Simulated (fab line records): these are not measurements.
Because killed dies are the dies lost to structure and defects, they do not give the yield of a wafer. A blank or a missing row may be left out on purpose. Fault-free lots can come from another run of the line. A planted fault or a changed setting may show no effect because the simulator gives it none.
A struck lot beside a sound one :: flow sky130 :: 15 out of 708 route steps
Sound: these wafers, L225.1, L225.3, L225.5. Struck: wafers L232.3, L232.5, L232.6. The cause is given at the end.
Order at every step that has rows: each side's tool, ch and its chambers, its first start. Under that, the readings that differ: sound wafers :: struck wafers :: difference of the means :: sigmas: that difference in standard deviations of wafers without a fault.
alike: readings with means less than 2 such deviations apart, plus words and numbers identical on both sides. not compared: withheld readings, readings lacking a value on some wafer, bounds such as >300 that could conceal the same value, and numbers that have no deviation in the record and whose values overlap.
The two part at a step that has a row with sigmas, a row that says differs or no value, or rows on one side only. Numbers that have no deviation but don't overlap get no sigmas and don't part them. A reading missing from all wafers of one side parts the sides only when that side holds two or more wafers.

SKY_POLY_GATE_CD_MEAS_22:
  struck on cd sem-01, day 19 09:58; sound on cd sem-01, day 17 02:17
  alike: cd nm
then, 7 steps without rows for these wafers: SKY_LDD_N_DEHYDRATE_00 (time 60 s); SKY_LDD_N_HMDS_01 (prime time 60 s); SKY_LDD_N_COAT_02 (resist thk 300 nm); SKY_LDD_N_SOFTBAKE_03 (time 60 s); SKY_LDD_N_EXPOSE_04 (exposes mask NTM, target cd 840 nm); SKY_LDD_N_PEB_05; SKY_LDD_N_DEVELOP_06 (develop time 60 s).
SKY_LDD_N_OVL_MEAS_07:
  struck on overlay-02, day 20 16:59; sound on overlay-02, day 18 07:55
  alike: LDD_N_OVL
then, 3 steps without rows for these wafers: SKY_LDD_N_IMPLANT_08; SKY_LDD_N_IMPLANT_09; SKY_LDD_N_IMPLANT_10.
SKY_LDD_N_IMPLANT_11:
  sound on implanter-01 ch 0, day 18 08:24; struck on implanter-01 ch 0, day 20 17:30
reading: beam energy keV
sound: 19.999 20.001 20.009
struck: 18.086 18.092 18.093
difference: -1.913
sigmas: -99 or more

reading: model.implant.rp nm (nm)
sound: 15.62 15.62 15.62
struck: 14.6 14.6 14.6
difference: -1.0
sigmas: 

reading: model.implant.drp nm (nm)
sound: 7.212 7.212 7.212
struck: 6.73 6.73 6.73
difference: -0.48
sigmas: 
then, 2 steps without rows for these wafers: SKY_LDD_N_IMPLANT_12; SKY_PAD_OPEN_PROBE_99.

## WHERE THEY PART
Only at SKY_LDD_N_IMPLANT_11, within this record.

WHY: whatever the simulator had introduced
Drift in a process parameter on implanter-01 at SKY_LDD_N_IMPLANT_11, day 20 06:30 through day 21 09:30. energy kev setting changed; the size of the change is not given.
